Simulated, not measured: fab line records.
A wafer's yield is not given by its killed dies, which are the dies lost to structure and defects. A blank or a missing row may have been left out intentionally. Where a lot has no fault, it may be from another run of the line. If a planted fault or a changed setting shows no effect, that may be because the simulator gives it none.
Which tool is to blame? | flow sfqLine | 14 lots, 42 wafers sampled, at 1 step of a route of 325

== WHAT EACH GAUGE READ, for each wafer ==
SFQ_M0_OVL_MEAS_906.
lot  | measured     | on         | M0_OVL (nm)
L634 | day 12 07:39 | overlay-01 | -3 1 -6
L635 | day 12 17:59 | overlay-01 | 0 -1 0
L636 | day 13 06:33 | overlay-02 | 0 1 4
L637 | day 13 13:02 | overlay-02 | 3 4 6
L638 | day 13 18:34 | overlay-01 | 9 8 8
L648 | day 17 04:17 | overlay-01 | -5 -11 -7
L649 | day 17 23:04 | overlay-02 | -5 -11 -7
L651 | day 18 19:24 | overlay-02 | 0 3 -1
L652 | day 19 03:47 | overlay-01 | -5 -4 -8
L653 | day 19 20:59 | overlay-01 | -11 -7 -12
L654 | day 19 23:23 | overlay-02 | -4 3 -1
L655 | day 20 06:35 | overlay-01 | 1 5 1
L656 | day 20 16:11 | overlay-01 | 2 10 4
L657 | day 20 23:24 | overlay-02 | -2 -6 -1

== WHICH TOOL RAN EACH LOT (tool, then ch and the chambers of the sampled wafers, then the start) ==
The record shows no process step preceding these readings.

== AS READ BY THE TOOLS THEMSELVES (means over the sampled wafers that have a number; for cases with no such wafer, the mark the record gives instead) ==
The record holds no such reading with a usual standard deviation.

== THE ANSWER, worked out from the rows above alone ==
Rule: the lots themselves supply what counts as usual. Put in order of their means at a reading, lots are off if they are a third of the lots or fewer, leave a main group of 4 or more, and stand apart from it by a gap of 3 or more times the standard deviation of the main group's means; of several such gaps the widest counts. Not used: any main group whose means are identical at the precision the tables above print for the reading. A lot without any number at a reading at which 4 lots or more have one is off too. Any other lot the step has rows for is counted as sound. Order of review: gauges by route order, followed by the tools' own readings, for which a lot's mean as printed above is used. At the first step where some lot is off, the reading lying furthest off is the one used; lots without a number count as furthest.
None of the lots is off at any reading shown; this tells nothing.

== WHAT WAS PUT IN BY THE SIMULATOR ==
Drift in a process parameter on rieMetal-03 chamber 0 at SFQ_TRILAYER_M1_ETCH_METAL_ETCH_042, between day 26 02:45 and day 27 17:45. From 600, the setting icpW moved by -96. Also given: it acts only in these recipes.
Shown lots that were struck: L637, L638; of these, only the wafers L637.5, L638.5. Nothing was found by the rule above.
